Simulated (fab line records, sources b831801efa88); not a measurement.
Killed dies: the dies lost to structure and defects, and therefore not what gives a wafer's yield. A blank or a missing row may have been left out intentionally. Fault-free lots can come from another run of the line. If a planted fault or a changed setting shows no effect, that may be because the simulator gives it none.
Check for tools in common + flow sky130 + Sample size 12 lots and 36 wafers

## WHAT PROMPTED THE OPENING
At SKY_CONTACT_RS_MEAS_25 the reading CONTACT_W_RS is flagged on 2 of 12 lots. Fault-free wafers read 0.339 ohm/sq, with a standard deviation of 0.0039.
Rule: a lot gets a flag if all its wafers with a number sit over 4 standard deviations from that mean, or if no wafer of it has a number. As for the other lots, they are considered sound.

| lot  | measured     | on           | CONTACT_W_RS (ohm/sq), wafer by wafer | flag    |
|------|--------------|--------------|---------------------------------------|---------|
| L509 | day 31 16:31 | filmMetro-03 | 0.336 0.337 0.338                     |         |
| L510 | day 32 00:31 | filmMetro-02 | 0.344 0.345 0.343                     |         |
| L512 | day 32 21:54 | filmMetro-04 | 0.340 0.338 0.340                     |         |
| L516 | day 33 16:56 | filmMetro-03 | 0.344 0.338 0.341                     |         |
| L515 | day 33 19:42 | filmMetro-02 | 0.337 0.337 0.347                     |         |
| L517 | day 34 05:01 | filmMetro-04 | 0.345 0.349 0.345                     |         |
| L522 | day 35 18:08 | filmMetro-02 | 0.204 0.204 0.204                     | FLAGGED |
| L523 | day 36 05:07 | filmMetro-02 | 0.203 0.202 0.202                     | FLAGGED |
| L529 | day 38 00:41 | filmMetro-02 | 0.344 0.348 0.342                     |         |
| L530 | day 38 08:52 | filmMetro-02 | 0.340 0.344 0.342                     |         |
| L531 | day 38 11:29 | filmMetro-03 | 0.338 0.336 0.340                     |         |
| L532 | day 38 14:48 | filmMetro-03 | 0.338 0.338 0.337                     |         |
Average over the flagged lots: 0.203 ohm/sq; offset from the usual -0.136 ohm/sq, equal to -35 standard deviations.

## WHICH TOOL RAN EACH LOT
The record holds 1 process step before the reading, out of a route of 708 steps. Cell contents, in order: the tool; ch with the chambers the sampled wafers went through; the start.
| lot  | flag    | SKY_CONTACT_CVD_24           |
|------|---------|------------------------------|
| L509 |         | cvdW-01 ch 0,1, day 31 16:23 |
| L510 |         | cvdW-02 ch 0,1, day 32 00:24 |
| L512 |         | cvdW-02 ch 0,1, day 32 21:46 |
| L516 |         | cvdW-02 ch 0,1, day 33 16:49 |
| L515 |         | cvdW-02 ch 0,1, day 33 19:34 |
| L517 |         | cvdW-02 ch 0,1, day 34 04:53 |
| L522 | FLAGGED | cvdW-01 ch 0,1, day 35 18:02 |
| L523 | FLAGGED | cvdW-01 ch 1, day 36 04:55   |
| L529 |         | cvdW-02 ch 1, day 38 00:28   |
| L530 |         | cvdW-02 ch 0,1, day 38 08:46 |
| L531 |         | cvdW-01 ch 0,1, day 38 11:22 |
| L532 |         | cvdW-01 ch 0,1, day 38 14:40 |
These steps, and what they do:
- SKY_CONTACT_CVD_24: deposits W, target thk 340 nm, time 102.12 s.
- SKY_CONTACT_RS_MEAS_25: measures by four-point-probe.

## FLAGGED AGAINST TOTAL, ONE TOOL AT A TIME (gauges that did the reading follow at the end)
| step                   | tool         | lots run | flagged | share of the flagged lots | sound lots run after its first flagged lot |
|------------------------|--------------|----------|---------|---------------------------|--------------------------------------------|
| SKY_CONTACT_CVD_24     | cvdW-01      | 5        | 2       | all                       | 2 (L531,L532)                              |
| SKY_CONTACT_CVD_24     | cvdW-02      | 7        | 0       | none                      | -                                          |
| SKY_CONTACT_RS_MEAS_25 | filmMetro-02 | 6        | 2       | all                       | 2 (L529,L530)                              |
| SKY_CONTACT_RS_MEAS_25 | filmMetro-03 | 4        | 0       | none                      | -                                          |
| SKY_CONTACT_RS_MEAS_25 | filmMetro-04 | 2        | 0       | none                      | -                                          |

## WHAT THE TABLE PERMITS
Table rows that saw every flagged lot: 2, namely cvdW-01 at SKY_CONTACT_CVD_24 and filmMetro-02 at SKY_CONTACT_RS_MEAS_25.
- cvdW-01 at SKY_CONTACT_CVD_24 ran 5 lots, 2 of them flagged. Sound lots followed the first flagged one (L531, L532) on it, something a lasting fault affecting the whole tool could not allow.
- filmMetro-02 at SKY_CONTACT_RS_MEAS_25 ran 6 lots, 2 of them flagged. Sound lots followed the first flagged one (L529, L530) on it, something a lasting fault affecting the whole tool could not allow.
Every row of the table either missed a flagged lot or ran a sound lot after the first.

## WHAT HAD BEEN PUT IN BY THE SIMULATOR
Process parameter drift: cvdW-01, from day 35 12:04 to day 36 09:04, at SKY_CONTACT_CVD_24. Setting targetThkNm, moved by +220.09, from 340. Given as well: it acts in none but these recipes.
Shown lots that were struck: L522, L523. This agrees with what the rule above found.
